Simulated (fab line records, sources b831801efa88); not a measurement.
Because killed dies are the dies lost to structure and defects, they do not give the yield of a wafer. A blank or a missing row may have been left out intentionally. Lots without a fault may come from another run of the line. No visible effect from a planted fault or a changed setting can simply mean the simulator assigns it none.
A single fault, viewed from 2 desks + flow sky130 + what lay behind the numbers comes last; until then each desk has only its own

FROM THE METROLOGY DESK
What the gauges read, lot by lot, whatever tool the lot ran on: means of the sampled wafers that have a number. A lot is out of limits, marked OUT, if its mean lies more than 4 standard deviations from the usual mean; the brackets give that distance.
Columns: A = GATE_OXIDE_OVL at SKY_GATE_OXIDE_OVL_MEAS_10, usual -1.0 nm; B = GATE_OXIDE_TW at SKY_GATE_OXIDE_TW_MEAS_14, usual 224.9
| lot  | first seen here | A    | B     |
|------|-----------------|------|-------|
| L908 | day 14 00:52    | 0.8  | 224.6 |
| L918 | day 17 07:59    | 0.3  | 226.1 |
| L919 | day 17 18:34    | 0.6  | 223.3 |
| L927 | day 20 16:10    | -0.7 | 227.3 |
| L928 | day 21 04:07    | -2.1 | 227.9 |
| L929 | day 21 13:01    | -2.5 | 221.2 |
This desk's verdict: no lot among the 6 shows anything out of limits.

FOR THE TOOL OWNER'S DESK: furnace-02
The tool's own readings at SKY_GATE_OXIDE_OXIDATION_16 (stabilise 600 s, purge 300 s, target thk 3.57 nm): means of the sampled wafers that have a number, for each lot that ran on this tool. A lot is out of limits, marked OUT, if its mean lies more than 4 standard deviations from the usual mean; the brackets give that distance. It has 9 readings, of which 7 appear: the earliest out of limits, and the ones furthest out on some lot.
Columns: A = spike tc bottom C at SKY_GATE_OXIDE_OXIDATION_16, usual 817 C; B = spike tc centre C at SKY_GATE_OXIDE_OXIDATION_16, usual 799.4 C; C = spike tc lower C at SKY_GATE_OXIDE_OXIDATION_16, usual 801.0 C; D = spike tc top C at SKY_GATE_OXIDE_OXIDATION_16, usual 815.1 C; E = spike tc upper C at SKY_GATE_OXIDE_OXIDATION_16, usual 800.8 C; F = tube center temp C at SKY_GATE_OXIDE_OXIDATION_16, usual 800 C; G = tube_center_temp_C_max at SKY_GATE_OXIDE_OXIDATION_16, usual 802.1
| lot  | first seen here | A   | B                | C                | D                | E               | F                     | G               |
|------|-----------------|-----|------------------|------------------|------------------|-----------------|-----------------------|-----------------|
| L908 | day 14 02:04    | 814 | 798.2            | 801.0            | 814.2            | 799.6           | 800                   | 802.1           |
| L918 | day 17 10:23    | 803 | 788.7 (-7.6) OUT | 790.1 (-9.9) OUT | 804.8 (-9.4) OUT | 790.3 (-10) OUT | 789 (-99 or more) OUT | 791.4 (-35) OUT |
| L919 | day 17 20:31    | 804 | 788.2 (-8.0) OUT | 790.0 (-10) OUT  | 804.2 (-9.9) OUT | 790.4 (-10) OUT | 789 (-99 or more) OUT | 791.3 (-35) OUT |
| L927 | day 20 16:41    | 815 | 799.0            | 801.6            | 814.7            | 801.0           | 800                   | 801.9           |
| L928 | day 21 04:40    | 814 | 798.2            | 802.0            | 814.7            | 801.4           | 800                   | 802.0           |
| L929 | day 21 13:35    | 813 | 798.5            | 801.1            | 815.5            | 800.1           | 800                   | 802.3           |
This desk finds L918, L919 out of limits, L918 being first, at day 17 10:23 (spike tc centre C at SKY_GATE_OXIDE_OXIDATION_16). Within limits: L908, L927, L928, L929.

TAKEN TOGETHER
At day 17 10:23, on L918, L919, the tool owner's desk was in a position to raise an alarm.
From the metrology desk's view, nothing was out of limits.
The metrology desk has L918, L919 on record, within its limits.
SKY_GATE_OXIDE_OXIDATION_16 was run on furnace-02 by each of the lots named.

WHAT THE SIMULATOR PUT IN
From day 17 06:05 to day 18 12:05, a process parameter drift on furnace-02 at SKY_GATE_OXIDE_OXIDATION_16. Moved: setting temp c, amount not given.
Shown lots that were struck: L918, L919.
Time in hours from fault onset to the first out-of-limits reading at each desk: the tool owner's desk, 4.
